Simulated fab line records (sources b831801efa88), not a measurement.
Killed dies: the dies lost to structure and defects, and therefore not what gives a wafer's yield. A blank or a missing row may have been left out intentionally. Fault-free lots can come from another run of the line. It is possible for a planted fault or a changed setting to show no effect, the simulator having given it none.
2 desks looking at one fault    flow gf180mcu    every desk sees just its own numbers, and what lay behind them comes last

## FOR THE TOOL OWNER'S DESK: cmp-02
The tool's own readings at GF_V4_CMP_26 (polishes, stops on SiO2, t overpolish 15 s, target thk 0 nm): means of the sampled wafers that have a number, for each lot that ran on this tool. A lot is out of limits, marked OUT, if its mean lies more than 4 standard deviations from the usual mean; the brackets give that distance.
Columns: A = motor current A at GF_V4_CMP_26, usual 12.0 A; B = overpolish run s at GF_V4_CMP_26, usual 14.998 s; C = time to endpoint s at GF_V4_CMP_26, usual 84 s
lot   first seen here  A     B                         C
L981  day 24 20:50     11.1  14.996                    82
L983  day 25 10:29     11.7  14.998                    84
L989  day 28 12:59     12.2  15.007                    85
L990  day 28 20:48     11.9  10.011 (-99 or more) OUT  102
L991  day 29 08:04     12.6  7.513 (-99 or more) OUT   106 (+4.1) OUT
L994  day 29 14:20     12.8  7.506 (-99 or more) OUT   111 (+5.0) OUT
This desk's verdict: out of limits on L990, L991, L994, starting with L990 at day 28 20:48 (overpolish run s at GF_V4_CMP_26). Within limits: L981, L983, L989.

## THE METROLOGY DESK
Means of the sampled wafers that have a number, per lot and without regard to the tool the lot ran on: this is what the gauges read. A lot is out of limits, marked OUT, if its mean lies more than 4 standard deviations from the usual mean; the brackets give that distance.
Columns: A = cd nm at GF_V4_CD_MEAS_14, usual 260.3 nm; B = V4_OVL at GF_V4_OVL_MEAS_15, usual 1 nm; C = V4_W_RS at GF_V4_RS_MEAS_24, usual 0.326 ohm/sq; D = V4_W_THK at GF_V4_THK_MEAS_25, usual 351 nm
lot   first seen here  A      B   C      D
L981  day 24 19:37     261.6  2   0.332  342
L983  day 25 09:14     259.2  7   0.329  348
L989  day 28 11:43     261.6  4   0.321  351
L990  day 28 19:25     259.2  5   0.322  358
L991  day 29 06:44     259.2  2   0.325  357
L994  day 29 12:59     260.2  0   0.327  348
L100  day 30 19:51     261.0  -1  0.322  353
This desk's finding: nothing out of limits on any of the 7 lots.

## ALL TOGETHER
At day 28 20:48, on L990, L991, L994, the tool owner's desk was in a position to raise an alarm.
The metrology desk saw nothing out of limits.
The metrology desk holds a record of L990, L991, L994, inside its limits.
On cmp-02, each named lot ran GF_V4_CMP_26.

## WHAT THE SIMULATOR PUT IN
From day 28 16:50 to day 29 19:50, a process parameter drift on cmp-02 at GF_V4_CMP_26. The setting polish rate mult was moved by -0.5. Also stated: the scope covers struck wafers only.
Lots struck among those shown: L990, L991, L994.
Hours from the fault's start to each desk's first reading out of limits: the tool owner's desk, 4.
